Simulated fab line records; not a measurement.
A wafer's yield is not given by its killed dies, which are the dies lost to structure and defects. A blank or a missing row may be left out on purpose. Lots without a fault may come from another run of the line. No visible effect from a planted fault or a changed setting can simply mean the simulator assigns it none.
Which tool was responsible? / flow sfqLine / 14 lots with 42 wafers sampled at 7 steps, on a route of 325 steps

WHAT EACH GAUGE READ, for each wafer
SFQ_INCOMING_BOW_MEAS_900.
lot=L739; measured=day 1 10:00; on=filmMetro-02; INCOMING_BOW (um)=-8 2 1
lot=L740; measured=day 1 15:00; on=filmMetro-03; INCOMING_BOW (um)=8 3 4
lot=L741; measured=day 1 20:02; on=filmMetro-02; INCOMING_BOW (um)=-1 0 -5
lot=L742; measured=day 2 01:02; on=filmMetro-02; INCOMING_BOW (um)=1 5 7
lot=L743; measured=day 2 06:00; on=filmMetro-03; INCOMING_BOW (um)=-3 8 -10
lot=L744; measured=day 2 11:01; on=filmMetro-01; INCOMING_BOW (um)=-7 4 13
lot=L745; measured=day 2 16:00; on=filmMetro-02; INCOMING_BOW (um)=2 -8 -8
lot=L751; measured=day 3 22:04; on=filmMetro-01; INCOMING_BOW (um)=-2 3 9
lot=L753; measured=day 4 08:02; on=filmMetro-03; INCOMING_BOW (um)=-7 2 7
lot=L754; measured=day 4 13:00; on=filmMetro-03; INCOMING_BOW (um)=9 -14 -5
lot=L756; measured=day 4 23:00; on=filmMetro-01; INCOMING_BOW (um)=8 3 -7
lot=L758; measured=day 5 09:02; on=filmMetro-01; INCOMING_BOW (um)=4 -4 -1
lot=L761; measured=day 6 00:00; on=filmMetro-02; INCOMING_BOW (um)=8 -11 2
lot=L762; measured=day 6 05:00; on=filmMetro-01; INCOMING_BOW (um)=-1 10 -5

SFQ_L0_RS_MEAS_901: measures by four-point-probe.
lot=L739; measured=day 1 12:34; on=filmMetro-02; L0_MONX_KI_RS (ohm/sq)=44.0 43.3 43.9
lot=L740; measured=day 1 17:34; on=filmMetro-02; L0_MONX_KI_RS (ohm/sq)=43.5 43.5 43.5
lot=L741; measured=day 1 22:36; on=filmMetro-03; L0_MONX_KI_RS (ohm/sq)=43.1 43.3 43.8
lot=L742; measured=day 2 03:36; on=filmMetro-04; L0_MONX_KI_RS (ohm/sq)=43.0 43.1 42.9
lot=L743; measured=day 2 08:34; on=filmMetro-02; L0_MONX_KI_RS (ohm/sq)=44.1 43.5 43.7
lot=L744; measured=day 2 13:35; on=filmMetro-03; L0_MONX_KI_RS (ohm/sq)=42.2 42.9 42.4
lot=L745; measured=day 2 18:34; on=filmMetro-04; L0_MONX_KI_RS (ohm/sq)=43.0 43.4 43.0
lot=L751; measured=day 4 00:37; on=filmMetro-03; L0_MONX_KI_RS (ohm/sq)=136.3 131.2 132.9 136.3 131.3 132.9
lot=L753; measured=day 4 10:41; on=filmMetro-03; L0_MONX_KI_RS (ohm/sq)=43.2 129.3 128.0 43.2 129.3 127.8
lot=L754; measured=day 4 15:34; on=filmMetro-03; L0_MONX_KI_RS (ohm/sq)=43.7 43.6 44.3
lot=L756; measured=day 5 01:34; on=filmMetro-04; L0_MONX_KI_RS (ohm/sq)=42.7 42.9 43.4
lot=L758; measured=day 5 11:36; on=filmMetro-04; L0_MONX_KI_RS (ohm/sq)=43.6 43.8 42.6
lot=L761; measured=day 6 02:34; on=filmMetro-03; L0_MONX_KI_RS (ohm/sq)=43.4 43.2 43.7
lot=L762; measured=day 6 07:34; on=filmMetro-04; L0_MONX_KI_RS (ohm/sq)=44.0 43.6 43.9

SFQ_L0_THK_MEAS_902: measures by xrf.
lot=L739; measured=day 1 12:41; on=filmMetro-02; L0_MONX_KI_THK (nm)=39.8 40.4 39.8
lot=L740; measured=day 1 17:41; on=filmMetro-02; L0_MONX_KI_THK (nm)=40.1 40.0 40.2
lot=L741; measured=day 1 22:42; on=filmMetro-03; L0_MONX_KI_THK (nm)=40.4 40.3 39.8
lot=L742; measured=day 2 03:42; on=filmMetro-04; L0_MONX_KI_THK (nm)=40.7 40.7 41.0
lot=L743; measured=day 2 08:41; on=filmMetro-02; L0_MONX_KI_THK (nm)=39.2 40.0 39.8
lot=L744; measured=day 2 13:41; on=filmMetro-03; L0_MONX_KI_THK (nm)=41.5 40.8 41.1
lot=L745; measured=day 2 18:41; on=filmMetro-04; L0_MONX_KI_THK (nm)=40.8 40.7 40.8
lot=L751; measured=day 4 07:01; on=filmMetro-03; L0_MONX_KI_THK (nm)=12.9 13.3 13.2 12.9 13.3 13.1
lot=L753; measured=day 4 13:14; on=filmMetro-03; L0_MONX_KI_THK (nm)=40.7 13.5 13.6 40.6 13.5 13.6
lot=L754; measured=day 4 15:41; on=filmMetro-03; L0_MONX_KI_THK (nm)=39.7 40.1 39.3
lot=L756; measured=day 5 01:41; on=filmMetro-04; L0_MONX_KI_THK (nm)=41.3 40.5 40.3
lot=L758; measured=day 5 11:42; on=filmMetro-04; L0_MONX_KI_THK (nm)=40.3 40.0 40.9
lot=L761; measured=day 6 02:41; on=filmMetro-03; L0_MONX_KI_THK (nm)=40.3 40.5 39.8
lot=L762; measured=day 6 07:41; on=filmMetro-04; L0_MONX_KI_THK (nm)=40.0 40.4 40.1

SFQ_M4_RS_MEAS_924: measures by four-point-probe.
lot=L739; measured=day 43 02:43; on=filmMetro-03; M4_NB_RS (ohm/sq)=0.908 0.897 0.902
lot=L740; measured=day 45 14:43; on=filmMetro-01; M4_NB_RS (ohm/sq)=0.883 0.892 0.878
lot=L741; measured=day 45 18:22; on=filmMetro-01; M4_NB_RS (ohm/sq)=0.889 0.899 0.883
lot=L742; measured=day 45 19:46; on=filmMetro-03; M4_NB_RS (ohm/sq)=0.892 0.883 0.883
lot=L743; measured=day 46 05:23; on=filmMetro-04; M4_NB_RS (ohm/sq)=0.897 0.898 0.895
lot=L744; measured=day 50 10:13; on=filmMetro-03; M4_NB_RS (ohm/sq)=0.891 0.905 0.902
lot=L745; measured=day 50 12:35; on=filmMetro-03; M4_NB_RS (ohm/sq)=0.881 0.884 0.887
lot=L751; measured=day 51 09:03; on=filmMetro-01; M4_NB_RS (ohm/sq)=0.880 0.891 0.889
lot=L753; measured=day 51 13:51; on=filmMetro-04; M4_NB_RS (ohm/sq)=0.872 0.887 0.881
lot=L754; measured=day 51 19:47; on=filmMetro-01; M4_NB_RS (ohm/sq)=0.888 0.891 0.891
lot=L756; measured=day 52 01:47; on=filmMetro-03; M4_NB_RS (ohm/sq)=0.903 0.900 0.909
lot=L758; measured=day 58 12:00; on=filmMetro-01; M4_NB_RS (ohm/sq)=0.897 0.899 0.895
lot=L761; measured=day 59 10:44; on=filmMetro-03; M4_NB_RS (ohm/sq)=0.879 0.884 0.884
lot=L762; measured=day 59 17:19; on=filmMetro-04; M4_NB_RS (ohm/sq)=0.901 0.904 0.898

WHICH TOOL RAN EACH LOT (tool, then ch and the chambers of the sampled wafers, then the start)
lot=L739; SFQ_TRILAYER_L0_DEP_SPUTTER_003=pvdSputter-05, day 1 12:29; SFQ_TRILAYER_L0_ETCH_METAL_ETCH_008=rieMetal-01 ch 0,1, day 4 09:34; SFQ_TRILAYER_I0_VIA_BARC_OPEN_VIA_ETCH_046=rieDiel-02 ch 0,1,3, day 17 07:47
lot=L740; SFQ_TRILAYER_L0_DEP_SPUTTER_003=pvdSputter-03, day 1 17:29; SFQ_TRILAYER_L0_ETCH_METAL_ETCH_008=rieMetal-01 ch 0,1, day 4 17:58; SFQ_TRILAYER_I0_VIA_BARC_OPEN_VIA_ETCH_046=rieDiel-02 ch 0,1,3, day 17 16:11
lot=L741; SFQ_TRILAYER_L0_DEP_SPUTTER_003=pvdSputter-03, day 1 22:29; SFQ_TRILAYER_L0_ETCH_METAL_ETCH_008=rieMetal-01 ch 0,1, day 4 23:59; SFQ_TRILAYER_I0_VIA_BARC_OPEN_VIA_ETCH_046=rieDiel-03 ch 0,1,3, day 18 06:44
lot=L742; SFQ_TRILAYER_L0_DEP_SPUTTER_003=pvdSputter-03, day 2 03:29; SFQ_TRILAYER_L0_ETCH_METAL_ETCH_008=rieMetal-04 ch 0,1, day 5 06:01; SFQ_TRILAYER_I0_VIA_BARC_OPEN_VIA_ETCH_046=rieDiel-03 ch 2,3, day 19 00:21
lot=L743; SFQ_TRILAYER_L0_DEP_SPUTTER_003=pvdSputter-03, day 2 08:29; SFQ_TRILAYER_L0_ETCH_METAL_ETCH_008=rieMetal-01 ch 0,1, day 5 11:28; SFQ_TRILAYER_I0_VIA_BARC_OPEN_VIA_ETCH_046=rieDiel-03 ch 0,1,3, day 19 13:40
lot=L744; SFQ_TRILAYER_L0_DEP_SPUTTER_003=pvdSputter-03, day 2 13:29; SFQ_TRILAYER_L0_ETCH_METAL_ETCH_008=rieMetal-04 ch 1, day 5 16:16; SFQ_TRILAYER_I0_VIA_BARC_OPEN_VIA_ETCH_046=rieDiel-03 ch 0,2,3, day 19 20:37
lot=L745; SFQ_TRILAYER_L0_DEP_SPUTTER_003=pvdSputter-04, day 2 18:29; SFQ_TRILAYER_L0_ETCH_METAL_ETCH_008=rieMetal-04 ch 1, day 5 22:16; SFQ_TRILAYER_I0_VIA_BARC_OPEN_VIA_ETCH_046=rieDiel-02 ch 1,3, day 20 06:13
lot=L751; SFQ_TRILAYER_L0_DEP_SPUTTER_003=pvdSputter-04, day 4 00:29; SFQ_TRILAYER_L0_ETCH_METAL_ETCH_008=rieMetal-03 ch 0,1, day 7 01:44; SFQ_TRILAYER_I0_VIA_BARC_OPEN_VIA_ETCH_046=rieDiel-04 ch 1,2, day 22 22:13
lot=L753; SFQ_TRILAYER_L0_DEP_SPUTTER_003=pvdSputter-04, day 4 10:29; SFQ_TRILAYER_L0_ETCH_METAL_ETCH_008=rieMetal-03 ch 0,1, day 7 13:44; SFQ_TRILAYER_I0_VIA_BARC_OPEN_VIA_ETCH_046=rieDiel-02 ch 0,3, day 23 18:37
lot=L754; SFQ_TRILAYER_L0_DEP_SPUTTER_003=pvdSputter-05, day 4 15:29; SFQ_TRILAYER_L0_ETCH_METAL_ETCH_008=rieMetal-01 ch 0,1, day 7 20:43; SFQ_TRILAYER_I0_VIA_BARC_OPEN_VIA_ETCH_046=rieDiel-02 ch 0,1,2, day 24 04:13
lot=L756; SFQ_TRILAYER_L0_DEP_SPUTTER_003=pvdSputter-05, day 5 01:29; SFQ_TRILAYER_L0_ETCH_METAL_ETCH_008=rieMetal-03 ch 0,1, day 8 08:43; SFQ_TRILAYER_I0_VIA_BARC_OPEN_VIA_ETCH_046=rieDiel-02 ch 0,2,3, day 24 23:32
lot=L758; SFQ_TRILAYER_L0_DEP_SPUTTER_003=pvdSputter-03, day 5 11:29; SFQ_TRILAYER_L0_ETCH_METAL_ETCH_008=rieMetal-04 ch 0,1, day 9 01:26; SFQ_TRILAYER_I0_VIA_BARC_OPEN_VIA_ETCH_046=rieDiel-02 ch 0,2,3, day 25 20:25
lot=L761; SFQ_TRILAYER_L0_DEP_SPUTTER_003=pvdSputter-03, day 6 02:29; SFQ_TRILAYER_L0_ETCH_METAL_ETCH_008=rieMetal-01 ch 0,1, day 10 03:44; SFQ_TRILAYER_I0_VIA_BARC_OPEN_VIA_ETCH_046=rieDiel-03 ch 1,2,3, day 27 00:01
lot=L762; SFQ_TRILAYER_L0_DEP_SPUTTER_003=pvdSputter-05, day 6 07:29; SFQ_TRILAYER_L0_ETCH_METAL_ETCH_008=rieMetal-04 ch 0,1, day 10 10:56; SFQ_TRILAYER_I0_VIA_BARC_OPEN_VIA_ETCH_046=rieDiel-03 ch 1,2, day 27 06:32
- SFQ_TRILAYER_L0_DEP_SPUTTER_003: material MoNx KI, target thk 40 nm, time 100 s.
- SFQ_TRILAYER_L0_ETCH_METAL_ETCH_008: etches MoNx KI in SF6/O2, stops on SiO2, target depth 50 nm, time 25 s.
- SFQ_TRILAYER_I0_VIA_BARC_OPEN_VIA_ETCH_046: etches BARC in O2, target depth 125 nm, time 41.7 s.

AS READ BY THE TOOLS THEMSELVES (means over the sampled wafers that have a number; for cases with no such wafer, the mark the record gives instead)
SFQ_TRILAYER_L0_DEP_SPUTTER_003.
lot=L739; tool=pvdSputter-05; cathodeDcPowerW (W)=799.94; throttleValvePct (%)=29.7
lot=L740; tool=pvdSputter-03; cathodeDcPowerW (W)=800.06; throttleValvePct (%)=29.7
lot=L741; tool=pvdSputter-03; cathodeDcPowerW (W)=799.93; throttleValvePct (%)=29.7
lot=L742; tool=pvdSputter-03; cathodeDcPowerW (W)=799.80; throttleValvePct (%)=29.6
lot=L743; tool=pvdSputter-03; cathodeDcPowerW (W)=799.87; throttleValvePct (%)=29.4
lot=L744; tool=pvdSputter-03; cathodeDcPowerW (W)=799.89; throttleValvePct (%)=29.6
lot=L745; tool=pvdSputter-04; cathodeDcPowerW (W)=799.88; throttleValvePct (%)=29.4
lot=L751; tool=pvdSputter-04; cathodeDcPowerW (W)=800.02; throttleValvePct (%)=28.8
lot=L753; tool=pvdSputter-04; cathodeDcPowerW (W)=800.01; throttleValvePct (%)=28.0
lot=L754; tool=pvdSputter-05; cathodeDcPowerW (W)=799.93; throttleValvePct (%)=29.7
lot=L756; tool=pvdSputter-05; cathodeDcPowerW (W)=799.93; throttleValvePct (%)=29.2
lot=L758; tool=pvdSputter-03; cathodeDcPowerW (W)=800.08; throttleValvePct (%)=29.9
lot=L761; tool=pvdSputter-03; cathodeDcPowerW (W)=799.97; throttleValvePct (%)=30.0
lot=L762; tool=pvdSputter-05; cathodeDcPowerW (W)=799.88; throttleValvePct (%)=30.1

SFQ_TRILAYER_L0_ETCH_METAL_ETCH_008.
lot=L739; tool=rieMetal-01; drypumpMotorCurrentA (A)=5.59; oesProductAu (a.u.)=0.870
lot=L740; tool=rieMetal-01; drypumpMotorCurrentA (A)=5.60; oesProductAu (a.u.)=0.875
lot=L741; tool=rieMetal-01; drypumpMotorCurrentA (A)=5.60; oesProductAu (a.u.)=0.874
lot=L742; tool=rieMetal-04; drypumpMotorCurrentA (A)=5.89; oesProductAu (a.u.)=0.872
lot=L743; tool=rieMetal-01; drypumpMotorCurrentA (A)=5.59; oesProductAu (a.u.)=0.871
lot=L744; tool=rieMetal-04; drypumpMotorCurrentA (A)=5.93; oesProductAu (a.u.)=0.886
lot=L745; tool=rieMetal-04; drypumpMotorCurrentA (A)=5.94; oesProductAu (a.u.)=0.879
lot=L751; tool=rieMetal-03; drypumpMotorCurrentA (A)=6.18; oesProductAu (a.u.)=0.539
lot=L753; tool=rieMetal-03; drypumpMotorCurrentA (A)=6.26; oesProductAu (a.u.)=0.654
lot=L754; tool=rieMetal-01; drypumpMotorCurrentA (A)=5.60; oesProductAu (a.u.)=0.873
lot=L756; tool=rieMetal-03; drypumpMotorCurrentA (A)=6.16; oesProductAu (a.u.)=0.872
lot=L758; tool=rieMetal-04; drypumpMotorCurrentA (A)=5.88; oesProductAu (a.u.)=0.875
lot=L761; tool=rieMetal-01; drypumpMotorCurrentA (A)=5.60; oesProductAu (a.u.)=0.872
lot=L762; tool=rieMetal-04; drypumpMotorCurrentA (A)=5.85; oesProductAu (a.u.)=0.867

SFQ_TRILAYER_I0_VIA_BARC_OPEN_VIA_ETCH_046.
lot=L739; tool=rieDiel-02; drypumpMotorCurrentA (A)=5.6; oesProductAu (a.u.)=0.688
lot=L740; tool=rieDiel-02; drypumpMotorCurrentA (A)=5.6; oesProductAu (a.u.)=0.684
lot=L741; tool=rieDiel-03; drypumpMotorCurrentA (A)=6.2; oesProductAu (a.u.)=0.684
lot=L742; tool=rieDiel-03; drypumpMotorCurrentA (A)=5.7; oesProductAu (a.u.)=0.682
lot=L743; tool=rieDiel-03; drypumpMotorCurrentA (A)=6.3; oesProductAu (a.u.)=0.681
lot=L744; tool=rieDiel-03; drypumpMotorCurrentA (A)=5.8; oesProductAu (a.u.)=0.683
lot=L745; tool=rieDiel-02; drypumpMotorCurrentA (A)=5.5; oesProductAu (a.u.)=0.687
lot=L751; tool=rieDiel-04; drypumpMotorCurrentA (A)=5.4; oesProductAu (a.u.)=0.687
lot=L753; tool=rieDiel-02; drypumpMotorCurrentA (A)=5.8; oesProductAu (a.u.)=0.686
lot=L754; tool=rieDiel-02; drypumpMotorCurrentA (A)=5.5; oesProductAu (a.u.)=0.685
lot=L756; tool=rieDiel-02; drypumpMotorCurrentA (A)=5.6; oesProductAu (a.u.)=0.685
lot=L758; tool=rieDiel-02; drypumpMotorCurrentA (A)=5.6; oesProductAu (a.u.)=0.692
lot=L761; tool=rieDiel-03; drypumpMotorCurrentA (A)=5.9; oesProductAu (a.u.)=0.683
lot=L762; tool=rieDiel-03; drypumpMotorCurrentA (A)=6.1; oesProductAu (a.u.)=0.686

THE ANSWER, worked out from the rows above alone
Rule: usual is defined by the lots themselves. The widest of any qualifying gaps counts: lots, ordered by their means at a reading, are off when they make up no more than a third of the lots, leave a main group of 4 or more, and stand apart from it by 3 or more times the standard deviation of that group's means. The tables above print the reading to a certain number of digits; a main group whose means all agree to those digits is not used. A lot without any number at a reading at which 4 lots or more have one is off too. Any other lot the step has rows for is counted as sound. After the gauges, taken in route order, come the tools' own readings; for these a lot's mean is taken, as printed above. At the first step where some lot is off, the reading lying furthest off is the one used; lots without a number count as furthest.
Off: L751, L753, at SFQ_L0_RS_MEAS_901 (L0_MONX_KI_RS). The main group has a mean of 43.4 ohm/sq with a standard deviation of 0.39.
If a tool, at a process step before that reading, ran all the lots that are off and no sound lot after the first of them, it fits. The gauges at SFQ_L0_RS_MEAS_901 aren't tried: what is off there is off at SFQ_TRILAYER_L0_ETCH_METAL_ETCH_008 too, on other tools, and a gauge's error can't cause that. One fits: pvdSputter-04 at SFQ_TRILAYER_L0_DEP_SPUTTER_003. A fault onset in the window from L745 (day 2 18:29, its last sound lot) to L751 (day 4 00:29, its first lot off) fits.
On the lots that are off, the tool's own readings at SFQ_TRILAYER_L0_DEP_SPUTTER_003 differ by more than 5 times the standard deviation of the sound lots' means, which bears it out; throttleValvePct reads 28.4 % there versus 29.7 % on the sound lots.

WHAT THE SIMULATOR PUT IN
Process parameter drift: pvdSputter-04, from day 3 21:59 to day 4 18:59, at SFQ_TRILAYER_L0_DEP_SPUTTER_003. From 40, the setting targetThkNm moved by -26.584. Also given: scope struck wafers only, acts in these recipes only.
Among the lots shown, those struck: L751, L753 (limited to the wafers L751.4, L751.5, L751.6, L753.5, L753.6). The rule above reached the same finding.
